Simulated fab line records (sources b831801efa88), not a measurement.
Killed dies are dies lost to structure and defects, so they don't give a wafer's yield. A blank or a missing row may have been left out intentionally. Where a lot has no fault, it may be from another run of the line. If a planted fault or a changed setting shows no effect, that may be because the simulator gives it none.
fab line records	flow gf180mcu	part 1 of 2: steps 1 to 23 of 35
[record] lots = 5	wafers = 15	last-day = 34
route steps=602 shown V3@450 M4@456 V4@476
lots with no fault: from the same line, run without faults
start-h: hours from the record's opening day to when the first of the lot's shown wafers began	wait-h: hours from the lot's prior step to this one	" the same as in the row above	L1.1+2: several wafers, shown together as one row	- no value present, or no start provided	* or withheld: withheld	< > ~ a bound
route shown NAME@n: NAME is a module with steps in the file, n the number in the route of the first one	usual: average and standard deviation across the fault-free wafers	same: alike in all rows	chamber/n: place in a boat	sites: each site's reading	_std_site: the values' standard deviation	_edge_site: inner sites' mean taken away from outer sites' mean	radius-mm: for every site, how far away it sits from the centre of the wafer	mask NAME#n: copy n	behind: the last tool/chamber to shape the wafer	hold: cause of the lot's hold/its duration in hours/its outcome	device: the n, p or np transistor that did not switch	end of line: the same wafers' tests at the end of the route	a step without rows: its recipe alone	killed: count of dies lost to structure and defects at first sort (not the wafer's yield)	map: the dies of a wafer, with x for killed, . for not killed, _ for no die there
set.NAME: the setting that was run; set.NAME@STEP: the one run at that earlier step	model.NAME: the simulator's own value behind a step, which no gauge read
certain route steps with their lots: each step a table, each wafer a row
services: the hour from which a tool's chamber was out of use, counted from the record's first day as start-h (under 0 if before that day), plus the number of hours and why
[[steps]]
[step GF_V3_SPUTTER_21]
[recipe] material = Ti	target-thk-nm = 15	chamber-pressure-pa = 5	power-w = 2500	substrate-temp-c = 200	time-s = 80.02
[usual] chamber-pressure-pa = 5.001/0.0094	throttle-valve-pct = 29.8/1
lot.wafer	tool	chamber	start-h	wait-h	chamber-pressure-pa	throttle-valve-pct
L078.2	pvd-sputter-03	-	552.23	0.0	5.000	31.4
L078.4	"	-	"	"	5.014	30.0
L078.6	"	-	"	"	5.005	31.3
L079.2	pvd-sputter-01	-	559.86	0.0	4.978	28.4
L079.3	"	-	"	"	4.999	30.8
L079.4	"	-	"	"	4.996	29.8
L080.1	pvd-sputter-04	-	563.58	0.0	5.007	30.4
L080.2	"	-	"	"	5.000	28.2
L080.5	"	-	"	"	5.006	30.6
L091.1	pvd-sputter-04	-	646.24	0.0	5.005	28.5
L091.3	"	-	"	"	5.009	30.8
L091.5	"	-	"	"	5.004	29.9
L096.2	pvd-sputter-04	-	682.02	0.0	5.005	30.5
L096.4	"	-	"	"	4.991	29.9
L096.6	"	-	"	"	5.018	29.8
[step GF_V3_SPUTTER_22]
[recipe] material = TiN	target-thk-nm = 10	chamber-pressure-pa = 5	power-w = 4000	time-s = 40
[usual] chamber-pressure-pa = 5.001/0.01	throttle-valve-pct = 29.8/1
lot.wafer	tool	chamber	start-h	wait-h	chamber-pressure-pa	throttle-valve-pct
L078.2	pvd-sputter-03	-	552.29	0.0	4.986	31.2
L078.4	"	-	"	"	5.017	30.0
L078.6	"	-	"	"	4.994	31.5
L079.2	pvd-sputter-01	-	559.92	0.0	5.008	28.3
L079.3	"	-	"	"	5.002	30.8
L079.4	"	-	"	"	5.004	30.0
L080.1	pvd-sputter-04	-	563.64	0.0	5.008	30.7
L080.2	"	-	"	"	5.009	28.4
L080.5	"	-	"	"	5.009	30.6
L091.1	pvd-sputter-04	-	646.30	0.0	4.985	28.5
L091.3	"	-	"	"	5.001	30.6
L091.5	"	-	"	"	4.992	29.8
L096.2	pvd-sputter-04	-	682.08	0.0	5.008	30.4
L096.4	"	-	"	"	5.004	30.0
L096.6	"	-	"	"	5.001	30.0
[step GF_V3_CVD_23]
[recipe] material = W	target-thk-nm = 350	time-s = 104.9	temp-c = 400	pressure-torr = 40
[usual] heater-power-w = 837/170
lot.wafer	tool	chamber	start-h	wait-h	heater-power-w
L078.2	cvd-w-01	1	552.33	0.0	705
L078.4	"	0	"	"	802
L078.6	"	0	"	"	799
L079.2	cvd-w-01	0	559.96	0.0	784
L079.3	"	1	"	"	689
L079.4	"	0	"	"	790
L080.1	cvd-w-02	0	563.68	0.0	1143
L080.2	"	1	"	"	751
L080.5	"	1	"	"	754
L091.1	cvd-w-01	1	646.34	0.0	695
L091.3	"	0	"	"	817
L091.5	"	1	"	"	683
L096.2	cvd-w-02	0	682.12	0.0	1130
L096.4	"	1	"	"	761
L096.6	"	1	"	"	768
[step GF_V3_RS_MEAS_24]
[recipe] thk-meas-gauge = four-point-probe	reads = W_of_V3_CVD_23+TiN_of_V3_SPUTTER_22+Ti_of_V3_SPUTTER_21
[usual] V3_W_RS = 0.325/0.0067
lot.wafer	tool	chamber	start-h	wait-h	V3_W_RS[ohm/sq]
L078.2	film-metro-03	-	552.46	0.1	0.326
L078.4	"	-	"	"	0.325
L078.6	"	-	"	"	0.327
L079.2	film-metro-03	-	560.09	0.1	0.325
L079.3	"	-	"	"	0.324
L079.4	"	-	"	"	0.323
L080.1	film-metro-01	-	563.79	0.1	0.334
L080.2	"	-	"	"	0.314
L080.5	"	-	"	"	0.319
L091.1	film-metro-01	-	646.45	0.1	0.337
L091.3	"	-	"	"	0.324
L091.5	"	-	"	"	0.334
L096.2	film-metro-01	-	682.26	0.1	0.326
L096.4	"	-	"	"	0.308
L096.6	"	-	"	"	0.309
[step GF_V3_THK_MEAS_25]
[recipe] thk-meas-gauge = xrf	reads = W_of_V3_CVD_23
[usual] V3_W_THK = 358/7.5
lot.wafer	tool	chamber	start-h	wait-h	V3_W_THK[nm]
L078.2	film-metro-03	-	552.57	0.1	355
L078.4	"	-	"	"	358
L078.6	"	-	"	"	357
L079.2	film-metro-03	-	560.20	0.1	358
L079.3	"	-	"	"	360
L079.4	"	-	"	"	362
L080.1	film-metro-01	-	563.91	0.1	346
L080.2	"	-	"	"	368
L080.5	"	-	"	"	364
L091.1	film-metro-01	-	646.57	0.1	345
L091.3	"	-	"	"	361
L091.5	"	-	"	"	350
L096.2	film-metro-01	-	682.37	0.1	356
L096.4	"	-	"	"	376
L096.6	"	-	"	"	376
[step GF_V3_CMP_26]
[recipe] stop-on = SiO2	down-force-psi = 3.5	platen-rpm = 60	t-overpolish-s = 15	target-thk-nm = 0	pad-velocity-m-s = 0.94248
[usual] motor-current-A = 11.1/0.72	overpolish-run-s = 14.999/0.008	time-to-endpoint-s = 84/3.5
lot.wafer	tool	chamber	start-h	wait-h	motor-current-A	overpolish-run-s	time-to-endpoint-s
L078.4	cmp-01	2	552.67	0.1	12.2	14.995	81
L078.2	"	0	"	"	11.6	14.990	86
L078.6	"	1	"	"	11.0	15.007	81
L079.4	cmp-01	1	560.25	0.0	10.2	14.981	81
L079.3	"	3	"	"	11.6	14.996	83
L079.2	"	0	"	"	11.4	15.005	80
L080.1	cmp-01	0	563.97	0.1	10.8	15.008	82
L080.2	"	1	"	"	11.0	15.001	88
L080.5	"	0	"	"	11.2	14.994	86
L091.3	cmp-02	2	646.68	0.1	9.2	14.986	87
L091.1	"	3	"	"	11.7	15.004	86
L091.5	"	2	"	"	9.7	14.987	82
L096.4	cmp-01	2	682.42	0.0	12.1	15.001	91
L096.2	"	3	"	"	11.1	14.999	85
L096.6	"	2	"	"	12.3	14.987	90
[step GF_M4_SPUTTER_00]
[recipe] material = Ti	target-thk-nm = 37.5	arriving-ion-energy-ev = 80	substrate-temp-c = 200	chamber-pressure-pa = 2	power-w = 4000	time-s = 150
[usual] chamber-pressure-pa = 2.000/0.0039	throttle-valve-pct = 29.8/0.87
lot.wafer	tool	chamber	start-h	wait-h	chamber-pressure-pa	throttle-valve-pct
L078.2	pvd-sputter-02	-	552.92	0.1	1.996	31.0
L078.4	"	-	"	"	1.992	28.9
L078.6	"	-	"	"	1.994	29.4
L079.2	pvd-sputter-02	-	560.55	0.1	1.999	31.0
L079.3	"	-	"	"	1.997	30.1
L079.4	"	-	"	"	1.997	28.8
L080.1	pvd-sputter-02	-	564.27	0.2	2.004	30.8
L080.2	"	-	"	"	1.996	29.0
L080.5	"	-	"	"	2.007	31.0
L091.1	pvd-sputter-01	-	646.93	0.1	1.998	28.6
L091.3	"	-	"	"	2.004	30.9
L091.5	"	-	"	"	1.995	28.1
L096.2	pvd-sputter-01	-	682.72	0.2	1.998	30.2
L096.4	"	-	"	"	2.002	29.8
L096.6	"	-	"	"	2.001	28.2
[step GF_M4_SPUTTER_01]
[recipe] material = TiN	target-thk-nm = 30	power-w = 6500	time-s = 25	chamber-pressure-pa = 0.4
[usual] chamber-pressure-pa = 0.4001/0.00087	throttle-valve-pct = 29.8/0.86
lot.wafer	tool	chamber	start-h	wait-h	chamber-pressure-pa	throttle-valve-pct
L078.2	pvd-sputter-02	-	553.02	0.1	0.4000	30.8
L078.4	"	-	"	"	0.4010	29.0
L078.6	"	-	"	"	0.4018	29.4
L079.2	pvd-sputter-02	-	560.65	0.1	0.4011	30.7
L079.3	"	-	"	"	0.4003	30.1
L079.4	"	-	"	"	0.4002	28.7
L080.1	pvd-sputter-02	-	564.37	0.1	0.3994	30.7
L080.2	"	-	"	"	0.4000	29.0
L080.5	"	-	"	"	0.4002	30.7
L091.1	pvd-sputter-01	-	647.03	0.1	0.3998	28.4
L091.3	"	-	"	"	0.3989	30.6
L091.5	"	-	"	"	0.3981	28.3
L096.2	pvd-sputter-01	-	682.82	0.1	0.4009	29.9
L096.4	"	-	"	"	0.4009	29.8
L096.6	"	-	"	"	0.3992	28.2
[step GF_M4_SPUTTER_02]
[recipe] material = AlCu	target-thk-nm = 450	power-w = 10600	time-s = 23.9	chamber-pressure-pa = 0.4
[usual] chamber-pressure-pa = 0.3999/0.00078	throttle-valve-pct = 29.8/0.86
lot.wafer	tool	chamber	start-h	wait-h	chamber-pressure-pa	throttle-valve-pct
L078.2	pvd-sputter-02	-	553.05	0.0	0.4002	30.7
L078.4	"	-	"	"	0.3995	28.8
L078.6	"	-	"	"	0.3987	29.5
L079.2	pvd-sputter-02	-	560.68	0.0	0.3997	30.9
L079.3	"	-	"	"	0.4012	30.1
L079.4	"	-	"	"	0.3997	29.1
L080.1	pvd-sputter-02	-	564.40	0.0	0.3985	30.9
L080.2	"	-	"	"	0.4001	29.1
L080.5	"	-	"	"	0.3996	30.9
L091.1	pvd-sputter-01	-	647.06	0.0	0.3993	28.3
L091.3	"	-	"	"	0.4000	30.8
L091.5	"	-	"	"	0.3994	28.4
L096.2	pvd-sputter-01	-	682.85	0.0	0.3998	29.6
L096.4	"	-	"	"	0.4005	29.9
L096.6	"	-	"	"	0.4007	28.4
[step GF_M4_SPUTTER_03]
[recipe] material = Ti	target-thk-nm = 10	substrate-temp-c = 300	chamber-pressure-pa = 0.3	power-w = 3000	time-s = 6.7
[usual] chamber-pressure-pa = 0.3000/0.00054	throttle-valve-pct = 29.8/0.87
lot.wafer	tool	chamber	start-h	wait-h	chamber-pressure-pa	throttle-valve-pct
L078.2	pvd-sputter-02	-	553.08	0.0	0.3013	30.9
L078.4	"	-	"	"	0.3007	29.0
L078.6	"	-	"	"	0.2993	29.2
L079.2	pvd-sputter-02	-	560.71	0.0	0.2988	31.1
L079.3	"	-	"	"	0.3000	30.0
L079.4	"	-	"	"	0.3002	29.1
L080.1	pvd-sputter-02	-	564.43	0.0	0.3004	30.5
L080.2	"	-	"	"	0.3012	28.9
L080.5	"	-	"	"	0.3005	30.7
L091.1	pvd-sputter-01	-	647.09	0.0	0.2993	28.3
L091.3	"	-	"	"	0.2999	30.9
L091.5	"	-	"	"	0.2998	28.3
L096.2	pvd-sputter-01	-	682.88	0.0	0.2992	30.1
L096.4	"	-	"	"	0.2996	30.0
L096.6	"	-	"	"	0.2993	28.1
[step GF_M4_SPUTTER_04]
[recipe] material = TiN	target-thk-nm = 50	power-w = 6500	time-s = 41.7	chamber-pressure-pa = 0.4
[usual] chamber-pressure-pa = 0.4002/0.00081	throttle-valve-pct = 29.8/0.87
lot.wafer	tool	chamber	start-h	wait-h	chamber-pressure-pa	throttle-valve-pct
L078.2	pvd-sputter-02	-	553.10	0.0	0.4000	30.8
L078.4	"	-	"	"	0.4014	28.7
L078.6	"	-	"	"	0.4001	29.6
L079.2	pvd-sputter-02	-	560.73	0.0	0.3999	30.7
L079.3	"	-	"	"	0.4004	30.2
L079.4	"	-	"	"	0.4007	28.9
L080.1	pvd-sputter-02	-	564.45	0.0	0.4013	30.8
L080.2	"	-	"	"	0.4004	28.8
L080.5	"	-	"	"	0.4015	30.8
L091.1	pvd-sputter-01	-	647.11	0.0	0.3997	28.3
L091.3	"	-	"	"	0.4001	30.6
L091.5	"	-	"	"	0.3988	28.5
L096.2	pvd-sputter-01	-	682.90	0.0	0.3998	30.0
L096.4	"	-	"	"	0.3993	30.1
L096.6	"	-	"	"	0.4008	28.3
[step GF_M4_RS_MEAS_05]
[recipe] thk-meas-gauge = four-point-probe	reads = TiN_of_M4_SPUTTER_04+Ti_of_M4_SPUTTER_03+AlCu_of_M4_SPUTTER_02+TiN_of_M4_SPUTTER_01+Ti_of_M4_SPUTTER_00
[usual] M4_ALCU_RS = 0.0699/0.00076
lot.wafer	tool	chamber	start-h	wait-h	M4_ALCU_RS[ohm/sq]
L078.2	film-metro-03	-	553.16	0.0	0.0698
L078.4	"	-	"	"	0.0696
L078.6	"	-	"	"	0.0705
L079.2	film-metro-04	-	560.79	0.0	0.0687
L079.3	"	-	"	"	0.0699
L079.4	"	-	"	"	0.0694
L080.1	film-metro-03	-	564.49	0.0	0.0688
L080.2	"	-	"	"	0.0690
L080.5	"	-	"	"	0.0684
L091.1	film-metro-04	-	647.15	0.0	0.0709
L091.3	"	-	"	"	0.0707
L091.5	"	-	"	"	0.0704
L096.2	film-metro-02	-	682.96	0.0	0.0698
L096.4	"	-	"	"	0.0695
L096.6	"	-	"	"	0.0703
[step GF_M4_THK_MEAS_06]
[recipe] thk-meas-gauge = xrf	reads = AlCu_of_M4_SPUTTER_02
[usual] M4_ALCU_THK = 448/5
lot.wafer	tool	chamber	start-h	wait-h	M4_ALCU_THK[nm]
L078.2	film-metro-03	-	553.27	0.1	450
L078.4	"	-	"	"	452
L078.6	"	-	"	"	445
L079.2	film-metro-04	-	560.90	0.1	456
L079.3	"	-	"	"	449
L079.4	"	-	"	"	452
L080.1	film-metro-03	-	564.61	0.1	458
L080.2	"	-	"	"	456
L080.5	"	-	"	"	459
L091.1	film-metro-04	-	647.27	0.1	442
L091.3	"	-	"	"	442
L091.5	"	-	"	"	446
L096.2	film-metro-02	-	683.07	0.1	447
L096.4	"	-	"	"	448
L096.6	"	-	"	"	445
[step GF_M4_DEHYDRATE_07]
[recipe] temp-c = 200	time-s = 60
[usual] chill-plate-temp-C = 22.99/0.11
lot.wafer	tool	chamber	start-h	wait-h	chill-plate-temp-C
L078.2	litho-track-04	0	563.23	9.9	23.21
L078.4	"	0	"	"	22.97
L078.6	"	0	"	"	22.85
L079.2	litho-track-03	0	571.53	10.6	23.28
L079.3	"	0	"	"	23.14
L079.4	"	0	"	"	23.01
L080.1	litho-track-02	0	574.91	10.3	23.10
L080.2	"	0	"	"	23.02
L080.5	"	0	"	"	23.01
L091.1	litho-track-03	0	656.21	8.9	22.95
L091.3	"	0	"	"	22.82
L091.5	"	0	"	"	23.14
L096.2	litho-track-02	0	691.98	8.9	23.13
L096.4	"	0	"	"	22.87
L096.6	"	0	"	"	23.04
[step GF_M4_HMDS_08]
[recipe] prime-time-s = 60	prime-temp-c = 120
[usual] chill-plate-temp-C = 22.99/0.11
lot.wafer	tool	chamber	start-h	wait-h	chill-plate-temp-C
L078.2	litho-track-04	0	563.38	0.1	23.03
L078.4	"	0	"	"	22.98
L078.6	"	0	"	"	23.22
L079.2	litho-track-03	0	571.68	0.1	22.90
L079.3	"	0	"	"	23.10
L079.4	"	0	"	"	23.08
L080.1	litho-track-02	0	575.06	0.1	22.93
L080.2	"	0	"	"	23.00
L080.5	"	0	"	"	22.92
L091.1	litho-track-03	0	656.36	0.1	22.91
L091.3	"	0	"	"	22.91
L091.5	"	0	"	"	22.88
L096.2	litho-track-02	0	692.13	0.1	23.00
L096.4	"	0	"	"	22.76
L096.6	"	0	"	"	22.78
[step GF_M4_COAT_09]
[recipe] resist = KrF	spin-rpm = withheld	resist-thk-nm = 1000
[usual] chill-plate-temp-C = 22.99/0.092
lot.wafer	tool	chamber	start-h	wait-h	chill-plate-temp-C
L078.2	litho-track-04	0	563.53	0.1	22.99
L078.4	"	0	"	"	23.18
L078.6	"	0	"	"	22.98
L079.2	litho-track-03	0	571.83	0.1	22.99
L079.3	"	0	"	"	22.93
L079.4	"	0	"	"	23.03
L080.1	litho-track-02	0	575.21	0.1	22.95
L080.2	"	0	"	"	23.04
L080.5	"	0	"	"	23.06
L091.1	litho-track-03	0	656.51	0.1	23.04
L091.3	"	0	"	"	22.85
L091.5	"	0	"	"	23.12
L096.2	litho-track-02	0	692.28	0.1	23.11
L096.4	"	0	"	"	23.06
L096.6	"	0	"	"	22.95
[step GF_M4_SOFTBAKE_10]
[recipe] temp-c = 130	time-s = 60	resist = KrF
[usual] chill-plate-temp-C = 22.98/0.11
lot.wafer	tool	chamber	start-h	wait-h	chill-plate-temp-C
L078.2	litho-track-04	0	563.68	0.1	22.83
L078.4	"	0	"	"	22.96
L078.6	"	0	"	"	22.85
L079.2	litho-track-03	0	571.98	0.1	22.80
L079.3	"	0	"	"	23.09
L079.4	"	0	"	"	22.93
L080.1	litho-track-02	0	575.36	0.1	23.24
L080.2	"	0	"	"	23.16
L080.5	"	0	"	"	23.31
L091.1	litho-track-03	0	656.66	0.1	22.92
L091.3	"	0	"	"	22.96
L091.5	"	0	"	"	23.08
L096.2	litho-track-02	0	692.43	0.1	22.94
L096.4	"	0	"	"	22.96
L096.6	"	0	"	"	23.05
[step GF_M4_EXPOSE_11]
[recipe] mask-id = Metal4	target-cd-nm = 280	na = 0.68	source-shape = conventional	sigma-outer = 0.6	dose-mj = 28
[same] sigma-outer = 0.6
lot.wafer	tool	chamber	start-h	wait-h	mask
L078.2+4+6	krf-scanner-01	0	-	-	Metal4#0
L079.2+3+4	krf-scanner-02	0	-	-	Metal4#0
L080.1+2+5	krf-scanner-01	0	-	-	Metal4#0
L091.1+3+5	krf-scanner-02	0	-	-	Metal4#0
L096.2+4+6	krf-scanner-01	0	-	-	Metal4#0
[step GF_M4_PEB_12]
[recipe] peb-temp-c = 135	peb-time-s = 90	resist = KrF
[usual] chill-plate-temp-C = 23.00/0.1
lot.wafer	tool	chamber	start-h	wait-h	chill-plate-temp-C
L078.2	litho-track-04	0	-	-	23.00
L078.4	"	0	"	"	22.93
L078.6	"	0	"	"	22.79
L079.2	litho-track-03	0	-	-	23.08
L079.3	"	0	"	"	23.13
L079.4	"	0	"	"	23.06
L080.1	litho-track-04	0	-	-	23.09
L080.2	"	0	"	"	22.98
L080.5	"	0	"	"	23.06
L091.1	litho-track-04	0	-	-	23.10
L091.3	"	0	"	"	22.99
L091.5	"	0	"	"	22.99
L096.2	litho-track-04	0	-	-	23.11
L096.4	"	0	"	"	23.10
L096.6	"	0	"	"	22.90
[step GF_M4_DEVELOP_13]
[recipe] develop-time-s = 60	dev-temp-c = 21
[usual] chill-plate-temp-C = 23.01/0.11
[same] develop-time-s = 60
lot.wafer	tool	chamber	start-h	wait-h	chill-plate-temp-C
L078.2	litho-track-04	0	574.68	0.2	22.95
L078.4	"	0	"	"	23.02
L078.6	"	0	"	"	23.16
L079.2	litho-track-03	0	583.23	0.2	23.08
L079.3	"	0	"	"	22.92
L079.4	"	0	"	"	22.91
L080.1	litho-track-04	0	586.26	0.2	22.73
L080.2	"	0	"	"	22.80
L080.5	"	0	"	"	22.96
L091.1	litho-track-04	0	666.05	0.2	23.08
L091.3	"	0	"	"	23.18
L091.5	"	0	"	"	22.96
L096.2	litho-track-04	0	701.93	0.2	23.00
L096.4	"	0	"	"	22.99
L096.6	"	0	"	"	22.98
[step GF_M4_CD_MEAS_14]
[recipe] target-cd-nm = 280
[usual] cd-nm = 279.7/0.93
lot.wafer	tool	chamber	start-h	wait-h	cd-nm
L078.2	cd-sem-01	-	574.83	0.1	279.8
L078.4	"	-	"	"	279.2
L078.6	"	-	"	"	277.9
L079.2	cd-sem-02	-	583.38	0.1	279.2
L079.3	"	-	"	"	279.8
L079.4	"	-	"	"	279.2
L080.1	cd-sem-01	-	586.41	0.1	281.6
L080.2	"	-	"	"	280.3
L080.5	"	-	"	"	280.7
L091.1	cd-sem-02	-	666.20	0.1	279.5
L091.3	"	-	"	"	279.5
L091.5	"	-	"	"	279.4
L096.2	cd-sem-01	-	702.07	0.1	278.7
L096.4	"	-	"	"	279.8
L096.6	"	-	"	"	279.5
[step GF_M4_OVL_MEAS_15]
[usual] M4_OVL = 3/5.2
lot.wafer	tool	chamber	start-h	wait-h	M4_OVL[nm]
L078.2	overlay-01	-	574.93	0.1	1
L078.4	"	-	"	"	7
L078.6	"	-	"	"	1
L079.2	overlay-01	-	583.49	0.1	4
L079.3	"	-	"	"	0
L079.4	"	-	"	"	9
L080.1	overlay-01	-	586.53	0.1	5
L080.2	"	-	"	"	-4
L080.5	"	-	"	"	-1
L091.1	overlay-02	-	666.32	0.1	-8
L091.3	"	-	"	"	-2
L091.5	"	-	"	"	-5
L096.2	overlay-02	-	702.18	0.1	7
L096.4	"	-	"	"	2
L096.6	"	-	"	"	0
[step GF_M4_METAL_ETCH_16]
[recipe] chemistry = Cl2/BCl3	mask-material = KrF	target-depth-nm = 750.8	stop-on = SiO2	pressure-mtorr = 8	icp-w = 800	bias-w = 140	Cl2_flow_sccm = 80	bcl3-flow-sccm = 40	time-s = 125.1
[usual] drypump-motor-current-A = 5.9/0.31	oes-product-au = 0.991/0.0051	throttle-valve-pct = 28.229/0.0098
lot.wafer	tool	chamber	start-h	wait-h	drypump-motor-current-A	oes-product-au	rf-hours-counter-h	throttle-valve-pct
L078.2	rie-metal-03	1	574.96	0.0	5.7	0.997	4	28.242
L078.4	"	1	"	"	5.7	0.999	-	28.248
L078.6	"	0	"	"	6.2	0.996	-	28.216
L079.2	rie-metal-04	0	583.52	0.0	5.6	0.996	6	28.227
L079.3	"	0	"	"	5.5	0.987	-	28.214
L079.4	"	1	"	"	6.3	0.983	-	28.225
L080.1	rie-metal-03	0	586.56	0.0	6.2	0.997	10	28.220
L080.2	"	1	"	"	5.8	0.995	4	28.216
L080.5	"	1	"	"	5.8	0.993	-	28.217
L091.1	rie-metal-04	0	666.36	0.0	5.5	0.989	10	28.219
L091.3	"	1	"	"	6.3	0.991	-	28.238
L091.5	"	1	"	"	6.3	0.997	-	28.229
L096.2	rie-metal-02	1	702.25	0.1	5.9	0.985	-	28.243
L096.4	"	1	"	"	5.9	0.985	-	28.226
L096.6	"	1	"	"	5.9	0.986	-	28.233
